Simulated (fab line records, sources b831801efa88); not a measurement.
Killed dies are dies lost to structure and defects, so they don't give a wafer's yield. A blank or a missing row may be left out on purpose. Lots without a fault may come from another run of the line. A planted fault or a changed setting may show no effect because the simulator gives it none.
Problem report in the 8D (eight disciplines) form, filled by code | flow sky130 | the parts of the form that need people (team, actions taken, sign-off) are left out

1. THE PROBLEM
CAP2M_TIN_RS at SKY_CAP2M_RS_MEAS_03 reads a mean of 7.92 ohm/sq on 2 wafers of 1 lot; wafers without a fault read 6.95 ohm/sq with a standard deviation of 0.066. That is +15 standard deviations from the usual mean.
The step: measures by four-point-probe.
First seen on wafer L135.1, day 45 07:41, on film_metro-03. The record holds 27 wafers of 9 lots with a number at this step. Rule for "out", or "out of limits": more than 4 standard deviations from the usual mean. The other wafers with a number count as sound.

2. WHAT IT IS AND WHAT IT IS NOT
question                    | is                | is not
which readings at this step | CAP2M_TIN_RS      | -
which lots                  | L135              | L117, L119, L120, L122, L124, L125, L127, L130
which wafers of those lots  | L135.1, L135.6    | L135.3
read on which gauges        | film_metro-03     | film_metro-01, film_metro-04
when                        | from day 45 07:41 | up to then (25 sound wafers)

3. SUSPECTS, AND WHAT RULES EACH OUT
Counting: a tool at a process step up to the reading stays a suspect if it ran every lot that is out. Sound lots after the first of them don't rule it out here, since some wafers of a struck lot are sound.
- the gauge at SKY_CAP2M_RS_MEAS_03: ruled out. All the wafers that are out were read on film_metro-03, but those of them that SKY_CAP2M_SPUTTER_02 has rows for are out there too, on other tools.
- rie_metal-02 at SKY_METAL3_DESCUM_15 (chemistry O2, time 8 s): kept. It ran the lot that is out, L135 (day 44 07:46); its last sound lot up to then is L127 (day 42 05:20).
- pvd_sputter-01 at SKY_METAL4_SPUTTER_02 (material AlCu, target thk 735 nm, time 39.1 s): kept. It ran the lot that is out, L135 (day 45 07:23); its last sound lot up to then is L119 (day 41 00:46).
- pvd_sputter-04 at SKY_CAP2M_SPUTTER_02 (material TiN, target thk 200 nm, time 166.7 s): kept. It ran the lot that is out, L135 (day 45 07:34); its last sound lot up to then is L130 (day 43 19:39). Its own readings are out on those wafers: cathode_dc_power_W.
Left after counting: rie_metal-02 at SKY_METAL3_DESCUM_15, pvd_sputter-01 at SKY_METAL4_SPUTTER_02, pvd_sputter-04 at SKY_CAP2M_SPUTTER_02.

4. THE CAUSE (what the simulator had put in)
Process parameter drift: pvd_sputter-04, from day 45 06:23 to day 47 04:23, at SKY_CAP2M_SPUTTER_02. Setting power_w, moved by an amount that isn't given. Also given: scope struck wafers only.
Counting left 3 suspects, and this tool is among them.

5. THE CHAIN OF EFFECTS, in route order
Each row: a reading whose mean over the struck wafers that have a number lies more than 3 standard deviations from the usual. Only readings for which the record gives a usual standard deviation are gone through. hours: the time from each lot's start at the first step in this table that gives one to its start at this step, as a median over the lots. sigmas: the change in usual standard deviations.
hours | step                    | reading            | usual       | on struck wafers | change | sigmas
0     | SKY_CAP2M_SPUTTER_02    | cathode_dc_power_W | 6500.0 W    | 5822.9           | -677.1 | -99 or more
0     | SKY_CAP2M_RS_MEAS_03    | CAP2M_TIN_RS       | 6.95 ohm/sq | 7.92             | +0.97  | +15
0     | SKY_CAP2M_THK_MEAS_04   | CAP2M_TIN_THK      | 200.2 nm    | 175.5            | -24.7  | -11
21    | SKY_CAP2M_METAL_ETCH_13 | oes_product_au     | 0.939 a.u.  | 0.871            | -0.068 | -10
21    | SKY_CAP2M_METAL_ETCH_13 | throttle_valve_pct | 21.902 %    | 21.953           | +0.051 | +5.3
The process steps in it:
- SKY_CAP2M_SPUTTER_02: material TiN, target thk 200 nm, time 166.7 s.
- SKY_CAP2M_METAL_ETCH_13: etches TiN in Cl2/BCl3, stops on SiO2, target depth 220 nm, time 62.9 s.

6. WHAT WOULD HAVE CAUGHT IT SOONER
In this record the first reading out of limits at a measuring or inspecting step was taken at day 45 07:41, 1 hour after the fault began at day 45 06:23.
The tool's own readings at SKY_CAP2M_SPUTTER_02 were out on every struck wafer that the step has a row for (cathode_dc_power_W): an alarm limit on them would have fired on the first of those.
All the lots that are out (1) had begun SKY_CAP2M_SPUTTER_02 on pvd_sputter-04 by day 45 07:41. A hold on the tool at that time would have spared none of them.
